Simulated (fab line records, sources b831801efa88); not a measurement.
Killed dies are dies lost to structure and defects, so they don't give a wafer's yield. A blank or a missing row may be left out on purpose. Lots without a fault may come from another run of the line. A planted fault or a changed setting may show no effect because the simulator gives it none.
A struck lot beside a sound one | flow sfq_line | 14 steps out of a route of 325
Sound: wafers L774.1, L774.3, L774.4. Struck: wafers L778.1, L778.5. (L778.2 of the same lot was not struck and is left out.) The cause comes at the end.
At each step with rows: each side's tool, then ch and its chambers, then its first start. Under that, the readings that differ: sound wafers | struck wafers | difference of the means | sigmas: that difference in standard deviations of wafers without a fault.
alike: readings whose means differ by less than 2 such deviations, and words and numbers that are the same on both sides. not compared: withheld readings, readings that some wafer has no value for, bounds like >300 that may hide the same value, and numbers for which the record gives no deviation and whose values overlap.
The two part at a step that has a row with sigmas, a row that says differs or no value, or rows on one side only. Numbers that don't overlap but have no deviation are shown without sigmas and don't part them. A reading that every wafer of one side lacks parts them only if that side has two wafers or more.

first, 6 steps without rows for these wafers: SFQ_TRILAYER_M4_LITHO_COAT_098 (resist thk 62 nm); SFQ_TRILAYER_M4_LITHO_COAT_093 (resist thk 600 nm); SFQ_TRILAYER_M4_LITHO_SOFTBAKE_097; SFQ_TRILAYER_M4_LITHO_EXPOSE_094 (exposes mask M4, target cd 500 nm); SFQ_TRILAYER_M4_LITHO_PEB_096 (peb time 60 s); SFQ_TRILAYER_M4_LITHO_DEVELOP_095 (time 60 s).
SFQ_M4_OVL_MEAS_926:
  sound on overlay-02, day 53 02:08; struck on overlay-01, day 54 05:17
  alike: M4_OVL
SFQ_TRILAYER_M4_BARC_OPEN_METAL_ETCH_123: etches BARC in O2, target depth 125 nm, time 41.7 s.
  sound on rie_metal-01 ch 0,1, day 53 02:11; struck on rie_metal-02 ch 0, day 54 05:20
  alike: drypump_motor_current_A, oes_product_au
  not compared: rf_hours_counter_h
SFQ_TRILAYER_M4_ETCH_METAL_ETCH_096: etches Nb in Cl2/Ar, stops on SiO2, target depth 240 nm, time 120 s.
  sound on rie_metal-01 ch 0,1, day 53 02:14; struck on rie_metal-02 ch 0, day 54 05:23
  alike: drypump_motor_current_A, oes_product_au
  not compared: rf_hours_counter_h
SFQ_TRILAYER_M4_STRIP_STRIP_097: strips in O2.
  sound on rie_metal-01 ch 0,1, day 53 02:22; struck on rie_metal-02 ch 0, day 54 05:31
  alike: drypump_motor_current_A, oes_product_au
  not compared: rf_hours_counter_h
then, 1 step without rows for these wafers: SFQ_TRILAYER_M4_STRIP_SOLV_CLEAN_098 (cleans in NMP, time 600 s).
SFQ_TRILAYER_I4_DEP_PECVD_099: deposits SiO2 from SiH4/N2O, time 111.11 s, target thk 500 nm.
  sound on pecvd-03 ch 0,1,2, day 53 03:08; struck on pecvd-03 ch 0,2, day 54 06:17
  alike: heater_power_w, showerhead_vpp_V, throttle_valve_pct
SFQ_TRILAYER_I4_CMP_CMP_100: polishes SiO2.
  sound on cmp-02 ch 1,2,3, day 53 03:13; struck on cmp-02 ch 0, day 54 14:01
  reading                | sound       | struck  | difference | sigmas
  time_to_endpoint_s (s) | 202 197 212 | 113 129 | -83        | -9
  alike: edge_zone_pressure_frac, motor_current_A, slurry_flow_ml_min
SFQ_I4_BOW_MEAS_927:
  sound on film_metro-04, day 53 06:13; struck on film_metro-04, day 54 17:01
  alike: I4_BOW

WHERE THEY PART
Only at SFQ_TRILAYER_I4_CMP_CMP_100, within this record. Later steps at which nothing parts them and some readings are alike: SFQ_I4_BOW_MEAS_927.

WHY: what the simulator had put in
Process parameter drift: cmp-02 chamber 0, from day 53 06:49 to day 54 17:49, at SFQ_TRILAYER_I4_CMP_CMP_100. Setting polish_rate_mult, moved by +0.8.
